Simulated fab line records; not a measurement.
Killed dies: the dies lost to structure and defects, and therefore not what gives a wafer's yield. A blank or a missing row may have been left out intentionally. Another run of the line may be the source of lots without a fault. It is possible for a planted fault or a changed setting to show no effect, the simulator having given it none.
One fault through the eyes of 2 desks || flow gf180mcu || each desk holds nothing but its own numbers, with what lay behind them at the end

== DESK OF THE TOOL OWNER: implanter-03 ==
The tool's own readings at GF_LVPWELL_IMPLANT_09, given as means over the sampled wafers that have a number, one for each lot that went through this tool. If a lot's mean is further than 4 standard deviations from the usual mean, the lot is out of limits and carries the mark OUT (the distance appears in the brackets).
Columns: A = beam-on-s at GF_LVPWELL_IMPLANT_09, usual 10.01 s
{"lot": "L544", "first seen here": "day 4 00:46", "A": 10.08}
{"lot": "L545", "first seen here": "day 4 09:33", "A": 10.12}
{"lot": "L550", "first seen here": "day 5 14:08", "A": 9.88}
{"lot": "L553", "first seen here": "day 6 07:19", "A": 9.70}
{"lot": "L554", "first seen here": "day 6 13:31", "A": 9.93}
This desk found nothing out of limits on any of the 5 lots.

== METROLOGY DESK ==
Means of the sampled wafers that have a number, per lot and without regard to the tool the lot ran on: this is what the gauges read. If a lot's mean is further than 4 standard deviations from the usual mean, the lot is out of limits and carries the mark OUT (the distance appears in the brackets).
Columns: A = VT_IMPLANT_03_OVL at GF_VT_IMPLANT_OVL_MEAS_40, usual -0.1 nm; B = LVPWELL_RS at GF_VT_IMPLANT_RS_MEAS_48, usual 1196.9 ohm/sq; C = POLY_GATE_CVD_00_THK at GF_POLY_GATE_THK_MEAS_01, usual 199.6 nm
{"lot": "L544", "first seen here": "day 8 07:16", "A": 0.3, "B": 1194.4, "C": 199.0}
{"lot": "L545", "first seen here": "day 8 17:08", "A": -1.2, "B": 1195.0, "C": 200.2}
{"lot": "L550", "first seen here": "day 10 03:10", "A": -0.4, "B": 1193.9, "C": 200.3}
{"lot": "L553", "first seen here": "day 11 01:05", "A": -0.8, "B": "1217.3 (+7.0) OUT", "C": 200.9}
{"lot": "L554", "first seen here": "day 11 09:30", "A": 0.5, "B": "1215.2 (+6.3) OUT", "C": 198.4}
{"lot": "L556", "first seen here": "day 11 20:13", "A": 1.7, "B": 1197.3, "C": 200.7}
{"lot": "L560", "first seen here": "day 12 22:30", "A": 0.4, "B": 1195.5, "C": 196.1}
{"lot": "L561", "first seen here": "day 13 11:26", "A": 0.5, "B": 1197.3, "C": 197.6}
{"lot": "L562", "first seen here": "day 13 13:31", "A": -0.4, "B": 1192.7, "C": 198.5}
{"lot": "L563", "first seen here": "day 13 17:35", "A": 0.8, "B": 1197.9, "C": 199.3}
{"lot": "L566", "first seen here": "day 14 15:38", "A": 0.4, "B": 1195.8, "C": 202.8}
{"lot": "L567", "first seen here": "day 14 21:35", "A": 1.6, "B": 1196.7, "C": 201.4}
Per this desk, out of limits: L553, L554; the first was L553, day 11 01:50 (LVPWELL_RS at GF_VT_IMPLANT_RS_MEAS_48). Within limits: L544, L545, L550, L556, L560, L561, L562, L563, L566, L567.

== TAKEN TOGETHER ==
Metrology desk: alarm possible at day 11 01:50 on L553, L554.
The tool owner's desk saw nothing out of limits.
The tool owner's desk has L553, L554 on record, within its limits.
Every lot named ran GF_LVPWELL_IMPLANT_09 on implanter-03.

== WHAT THE SIMULATOR PUT IN ==
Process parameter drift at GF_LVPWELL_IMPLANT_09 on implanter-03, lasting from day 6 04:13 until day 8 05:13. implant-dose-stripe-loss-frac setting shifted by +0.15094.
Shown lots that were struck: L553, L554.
Hours from the fault's start to each desk's first reading out of limits: the metrology desk, 118.
